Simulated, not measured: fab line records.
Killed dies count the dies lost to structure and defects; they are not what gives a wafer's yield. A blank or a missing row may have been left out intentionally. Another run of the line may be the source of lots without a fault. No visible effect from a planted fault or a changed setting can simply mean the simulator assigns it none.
The tool behind it: which one? -- flow gf180mcu -- 11 lots, 33 wafers sampled, at 5 steps of a route of 602

== WHAT THE GAUGES READ, wafer by wafer ==
GF_V2_THK_MEAS_03. Usual: V2_CVD_02_THK 852 nm, standard deviation 11.
lot,measured,on,V2_CVD_02_THK (nm),flag
L186,day 19 09:04,film metro-03,874 876 879,
L188,day 20 03:46,film metro-04,841 879 872,
L189,day 20 15:32,film metro-01,862 845 859,
L190,day 21 08:50,film metro-01,851 855 865,
L194,day 22 15:26,film metro-04,816 806 811,OFF
L197,day 24 09:15,film metro-04,817 819 812,OFF
L200,day 25 01:15,film metro-04,847 846 852,
L204,day 25 21:41,film metro-03,831 843 853,
L205,day 26 05:04,film metro-04,844 851 854,
L206,day 26 09:23,film metro-03,841 855 841,
L208,day 26 23:35,film metro-04,856 874 855,

== WHICH TOOL RAN EACH LOT (tool, then ch and the chambers of the sampled wafers, then the start) ==
lot,GF_M2_SPUTTER_02,GF_M2_SPUTTER_03,GF_M2_STRIP_17,GF_V2_CVD_02
L186,"pvd sputter-04, day 18 07:53","pvd sputter-04, day 18 07:55","plasma asher-03 ch 0,1, day 19 08:19","pecvd-01 ch 1,2, day 19 08:59"
L188,"pvd sputter-03, day 19 02:44","pvd sputter-03, day 19 02:46","plasma asher-03 ch 0,1, day 20 03:01","pecvd-01 ch 0,1,2, day 20 03:41"
L189,"pvd sputter-03, day 19 15:12","pvd sputter-03, day 19 15:14","plasma asher-02 ch 1, day 20 14:46","pecvd-02 ch 0,1,2, day 20 15:28"
L190,"pvd sputter-02, day 20 07:35","pvd sputter-02, day 20 07:37","plasma asher-01 ch 0,1, day 21 08:07","pecvd-01 ch 1,2, day 21 08:45"
L194,"pvd sputter-04, day 21 14:53","pvd sputter-04, day 21 14:55","plasma asher-02 ch 0,1, day 22 14:42","pecvd-01 ch 0,1,2, day 22 15:23"
L197,"pvd sputter-03, day 23 09:24","pvd sputter-03, day 23 09:26","plasma asher-02 ch 0,1, day 24 08:27","pecvd-01 ch 0,1, day 24 09:09"
L200,"pvd sputter-03, day 24 01:56","pvd sputter-03, day 24 01:58","plasma asher-01 ch 0,1, day 25 00:31","pecvd-03 ch 0,1,2, day 25 01:11"
L204,"pvd sputter-02, day 24 22:58","pvd sputter-02, day 24 23:00","plasma asher-01 ch 0,1, day 25 20:54","pecvd-03 ch 0,1, day 25 21:36"
L205,"pvd sputter-02, day 25 07:12","pvd sputter-02, day 25 07:14","plasma asher-01 ch 0,1, day 26 04:16","pecvd-03 ch 0,2, day 26 04:59"
L206,"pvd sputter-02, day 25 11:37","pvd sputter-02, day 25 11:38","plasma asher-02 ch 0,1, day 26 08:37","pecvd-03 ch 0,2, day 26 09:18"
L208,"pvd sputter-03, day 26 02:11","pvd sputter-03, day 26 02:13","plasma asher-01 ch 0,1, day 26 22:49","pecvd-02 ch 0,2, day 26 23:29"
- GF_M2_SPUTTER_02: material AlCu, target thk 450 nm, time 23.9 s.
- GF_M2_SPUTTER_03: material Ti, target thk 10 nm, time 6.7 s.
- GF_M2_STRIP_17: strips in O2/N2.
- GF_V2_CVD_02: deposits SiO2 from TEOS, target thk 850 nm, time 94.851 s.

== WHAT THE TOOLS THEMSELVES READ (means of the sampled wafers that have a number; where no wafer has one, the mark that the record gives instead) ==
GF_M2_SPUTTER_02. Usual: cathode dc power W 10600 W, standard deviation 1.9; throttle valve pct 30.0 %, standard deviation 1.2.
lot,tool,cathode dc power W (W),throttle valve pct (%),flag
L186,pvd sputter-04,10599,29.5,
L188,pvd sputter-03,10599,29.3,
L189,pvd sputter-03,10601,30.5,
L190,pvd sputter-02,10602,29.9,
L194,pvd sputter-04,10600,29.4,
L197,pvd sputter-03,10600,29.8,
L200,pvd sputter-03,10600,30.5,
L204,pvd sputter-02,10600,31.0,
L205,pvd sputter-02,10599,30.5,
L206,pvd sputter-02,10600,29.9,
L208,pvd sputter-03,10601,29.5,

GF_M2_SPUTTER_03. Usual: cathode dc power W 2999.9 W, standard deviation 0.49; throttle valve pct 30.0 %, standard deviation 1.2.
lot,tool,cathode dc power W (W),throttle valve pct (%),flag
L186,pvd sputter-04,2999.9,29.7,
L188,pvd sputter-03,2999.4,29.4,
L189,pvd sputter-03,2999.2,30.6,
L190,pvd sputter-02,2999.9,29.8,
L194,pvd sputter-04,3000.0,29.4,
L197,pvd sputter-03,2999.9,29.9,
L200,pvd sputter-03,2999.7,30.4,
L204,pvd sputter-02,2999.9,30.8,
L205,pvd sputter-02,2999.7,30.3,
L206,pvd sputter-02,3000.2,29.9,
L208,pvd sputter-03,2999.6,29.4,

GF_M2_STRIP_17. Usual: drypump motor current A 5.9 A, standard deviation 0.79; heater power w 360 W, standard deviation 39; oes product au 0.556 a.u., standard deviation 0.0045; strip time to endpoint s 7.86 s, standard deviation 0.043.
lot,tool,drypump motor current A (A),heater power w (W),oes product au (a.u.),strip time to endpoint s (s),flag
L186,plasma asher-03,5.8,335,0.554,7.86,
L188,plasma asher-03,5.8,327,0.552,7.85,
L189,plasma asher-02,6.5,409,0.557,7.87,
L190,plasma asher-01,5.4,320,0.560,7.88,
L194,plasma asher-02,6.4,399,0.553,7.83,
L197,plasma asher-02,6.2,403,0.557,7.92,
L200,plasma asher-01,5.4,324,0.558,7.89,
L204,plasma asher-01,6.0,344,0.557,7.84,
L205,plasma asher-01,5.4,326,0.557,7.88,
L206,plasma asher-02,6.4,398,0.557,7.88,
L208,plasma asher-01,6.1,342,0.552,7.80,

GF_V2_CVD_02. Usual: heater power w 693 W, standard deviation 80; rf fwd power W 595.8 W, standard deviation 2.4.
lot,tool,heater power w (W),rf fwd power W (W),flag
L186,pecvd-01,699,592.5,
L188,pecvd-01,688,594.9,
L189,pecvd-02,648,594.6,
L190,pecvd-01,717,594.2,
L194,pecvd-01,684,497.7,OFF
L197,pecvd-01,687,501.9,OFF
L200,pecvd-03,667,595.1,
L204,pecvd-03,705,593.6,
L205,pecvd-03,675,596.3,
L206,pecvd-03,667,593.1,
L208,pecvd-02,585,594.6,

== THE ANSWER, worked out from the rows above alone ==
Rule: lot off if the mean of its wafers having a number is beyond 3 standard deviations from the usual mean. A lot without any number at a reading at which 4 lots or more have one is off too. Where the step has rows for the other lots, those lots are counted as sound. After the gauges, taken in route order, come the tools' own readings; for these a lot's mean is taken, as printed above. At the first step where some lot is off, the reading lying furthest off is the one used; lots without a number count as furthest.
Off: at GF_V2_THK_MEAS_03 (V2_CVD_02_THK), L194, L197.
If a tool, at a process step before that reading, ran all the lots that are off and no sound lot after the first of them, it fits. Not tried: the gauges at GF_V2_THK_MEAS_03; whatever is off there is also off at GF_V2_CVD_02, on other tools, and gauge error can't account for it. One fits: pecvd-01 at GF_V2_CVD_02. A fault onset in the window from L190 (day 21 08:45, its last sound lot) to L194 (day 22 15:23, its first lot off) fits.
On the lots that are off, the tool's own readings at GF_V2_CVD_02 differ by more than 5 times the standard deviation of the sound lots' means, which bears it out; rf fwd power W reads 499.8 W there versus 594.3 W on the sound lots.

== WHAT THE SIMULATOR PUT IN ==
Drift in process parameters on pecvd-01 at GF_V2_CVD_02, starting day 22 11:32. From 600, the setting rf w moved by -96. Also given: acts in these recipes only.
Struck lots among those shown: L194, L197. The rule above reached the same finding.
